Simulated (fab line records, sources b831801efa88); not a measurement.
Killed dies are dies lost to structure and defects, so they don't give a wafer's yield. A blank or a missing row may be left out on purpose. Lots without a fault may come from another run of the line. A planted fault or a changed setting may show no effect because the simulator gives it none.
fab line records | flow sfq_line
record lots=14 wafers=42 last_day=96
route steps=325 shown I7@300 M8@325
lots that met no fault: from a run of the same line without faults
start_h: hours from the record's first day to the start of the lot's first wafer shown | wait_h: hours since the lot's step before | " the same as in the row above | L1.1+2: a row that stands for several wafers | - no value, or no start given | * or withheld: withheld | < > ~ a bound
route shown NAME@n: a module of which the file shows steps, and the number in the route of the first | usual: mean/standard deviation of fault-free wafers | same: alike in all rows | chamber/n: place in a boat | sites: the reading at each site | _std_site: their standard deviation | _edge_site: outer sites' mean less inner sites' | radius_mm: how far each site lies from the wafer's centre | mask NAME#n: copy n | behind: the tool/chamber that last shaped the wafer | hold: why the lot was held/for how many hours/how that ended | device: the transistor (n, p or np) that didn't switch | end of line: the same wafers' tests at the end of the route | a step without rows: its recipe alone | killed: dies lost to structure and defects at the first sort, not the wafer's yield | map: a wafer's dies, x killed, . not, _ none there
set.NAME: the setting as run; set.NAME@STEP: as run at that earlier step | model.NAME: the simulator's own value behind a step, which no gauge read
steps of the route over a sample of lots; a table a step, a row a wafer
## steps
# step SFQ_TRILAYER_I7_VIA_LITHO_COAT_192
# recipe resist=BARC spin_rpm=3000 resist_thk_nm=62
# usual spin_speed_rpm=2999.8/2.4
# columns lot.wafer tool chamber start_h wait_h spin_speed_rpm
L636.1 litho_track-04 0 1939.29 1.0 2998.6
L636.5 " 0 " " 2997.0
L636.6 " 0 " " 3001.2
L637.1 litho_track-04 0 1959.79 1.0 3002.7
L637.5 " 0 " " 3001.4
L637.6 " 0 " " 3003.1
L640.1 litho_track-03 0 1972.47 1.0 2997.8
L640.3 " 0 " " 2996.0
L640.4 " 0 " " 3003.1
L643.1 litho_track-02 0 2008.89 1.0 2999.9
L643.5 " 0 " " 3003.2
L643.6 " 0 " " 2998.9
L644.4 litho_track-02 0 2012.04 0.6 3002.0
L644.5 " 0 " " 2998.1
L644.6 " 0 " " 3000.1
L647.1 litho_track-03 0 2026.89 1.0 2998.9
L647.3 " 0 " " 3000.1
L647.4 " 0 " " 3001.0
L649.1 litho_track-03 0 2039.25 1.0 2998.3
L649.2 " 0 " " 2995.1
L649.4 " 0 " " 2997.8
L651.1 litho_track-03 0 2052.65 1.0 3193.7
L651.4 " 0 " " 3192.5
L651.5 " 0 " " 3194.8
L650.4 litho_track-03 0 2056.88 0.6 3196.4
L650.5 " 0 " " 3198.3
L650.6 " 0 " " 3199.4
L652.1 litho_track-04 0 2066.20 1.0 2999.0
L652.2 " 0 " " 2997.2
L652.4 " 0 " " 3002.4
L653.1 litho_track-02 0 2068.05 1.0 2997.7
L653.2 " 0 " " 2999.0
L653.6 " 0 " " 2994.5
L657.2 litho_track-03 0 2192.05 0.8 3004.7
L657.4 " 0 " " 2997.2
L657.6 " 0 " " 3001.6
L658.4 litho_track-03 0 2211.70 0.6 2998.0
L658.5 " 0 " " 2998.4
L658.6 " 0 " " 2996.3
L659.2 litho_track-04 0 2214.60 0.8 2999.5
L659.5 " 0 " " 3000.5
L659.6 " 0 " " 2999.1
# step SFQ_M8_BOW_MEAS_951
# recipe mode=bow
# usual M8_BOW=10/11
# columns lot.wafer tool chamber start_h wait_h M8_BOW[um]
L636.1 film_metro-04 - 2045.36 0.0 2
L636.5 " - " " 8
L636.6 " - " " 3
L637.1 film_metro-02 - 2066.50 0.0 7
L637.5 " - " " 12
L637.6 " - " " 7
L640.1 film_metro-02 - 2080.35 0.0 14
L640.3 " - " " 0
L640.4 " - " " 13
L643.1 film_metro-04 - 2121.41 0.0 22
L643.5 " - " " 15
L643.6 " - " " 12
L644.4 film_metro-02 - 2123.88 0.1 -2
L644.5 " - " " 5
L644.6 " - " " 4
L647.1 film_metro-03 - 2134.61 0.0 17
L647.3 " - " " -6
L647.4 " - " " 21
L649.1 film_metro-04 - 2143.01 0.0 37
L649.2 " - " " 41
L649.4 " - " " 24
L651.1 film_metro-04 - 2152.73 0.0 12
L651.4 " - " " -2
L651.5 " - " " 2
L650.4 film_metro-03 - 2233.94 0.1 -6
L650.5 " - " " 0
L650.6 " - " " -6
L652.1 film_metro-02 - 2241.93 0.0 30
L652.2 " - " " 15
L652.4 " - " " 26
L653.1 film_metro-02 - 2242.95 0.0 6
L653.2 " - " " -6
L653.6 " - " " 1
L657.2 film_metro-04 - 2278.16 0.0 7
L657.4 " - " " 23
L657.6 " - " " 6
L658.4 film_metro-03 - 2293.80 0.1 -5
L658.5 " - " " 1
L658.6 " - " " -2
L659.2 film_metro-03 - 2296.16 0.0 -3
L659.5 " - " " -9
L659.6 " - " " 7
## key
first_sign step=SFQ_TRILAYER_I7_VIA_LITHO_COAT_192 reading=spin_speed_rpm direction=up sigmas=81 usual=2999.8 struck=3195.8
effect none on later readings
met_at SFQ_TRILAYER_I7_VIA_LITHO_COAT_192
struck_lots L650,L651
not_acting_at SFQ_M8_BOW_MEAS_951
onset_between 2039.25 2052.65
fault kind=process_parameter_drift tool=litho_track-03 chamber=- onset_h=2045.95 steps=SFQ_TRILAYER_I7_VIA_LITHO_COAT_192 channel=spin_rpm offset=194.24 shape=step end_h=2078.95 acts_in=these_recipes_only stated=3000
